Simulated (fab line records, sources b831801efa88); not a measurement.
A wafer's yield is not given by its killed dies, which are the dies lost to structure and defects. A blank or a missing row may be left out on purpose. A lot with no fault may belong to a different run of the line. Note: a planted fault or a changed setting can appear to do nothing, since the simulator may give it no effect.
Matching of chambers -- flow gf180mcu -- GF_V3_CVD_02 on pecvd-03: 3 sister chambers
The step deposits SiO2 from TEOS, target thk 850 nm, time 94.851 s. 3 wafers are shown with their chamber, then 9 later ones without.

== EACH WAFER AND ITS CHAMBER ==
wafer,chamber,heater_power_outer_w (W)
L603.1,1,323
L603.2,2,364
L603.6,0,294

== WAFERS WITH NO CHAMBER GIVEN ==
wafer,heater_power_outer_w (W)
L609.3,342
L609.4,359
L609.6,244
L610.1,378
L610.2,294
L610.6,320
L613.1,246
L613.4,318
L613.5,290

== WHICH CHAMBER EACH WENT THROUGH ==
wafer,from the rows above,in truth
L609.3,can't be placed: 1 or 2 or 0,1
L609.4,can't be placed: 2 or 1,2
L609.6,can't be placed: 0 or 1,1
L610.1,can't be placed: 2 or 1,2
L610.2,can't be placed: 0 or 1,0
L610.6,can't be placed: 1 or 0 or 2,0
L613.1,can't be placed: 0 or 1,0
L613.4,can't be placed: 1 or 0 or 2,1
L613.5,can't be placed: 0 or 1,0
0 of 9 placed correctly. These rows do not allow placing 9 (true chamber among the candidates in 9). Placed wrongly: 0.
How it was worked out, from the rows above alone: a wafer's distance from a chamber is the root of the sum, over the readings, of the square of ((its reading less the chamber's mean) divided by the reading's scatter). The wafer belongs to the nearest chamber; if the next one is less than 2 further off, it can't be placed. Each chamber's mean is taken over the wafers shown for it. The scatter (one wafer shown for each chamber): square how far every hidden wafer sits from the nearest shown wafer, average those squares and take the square root.
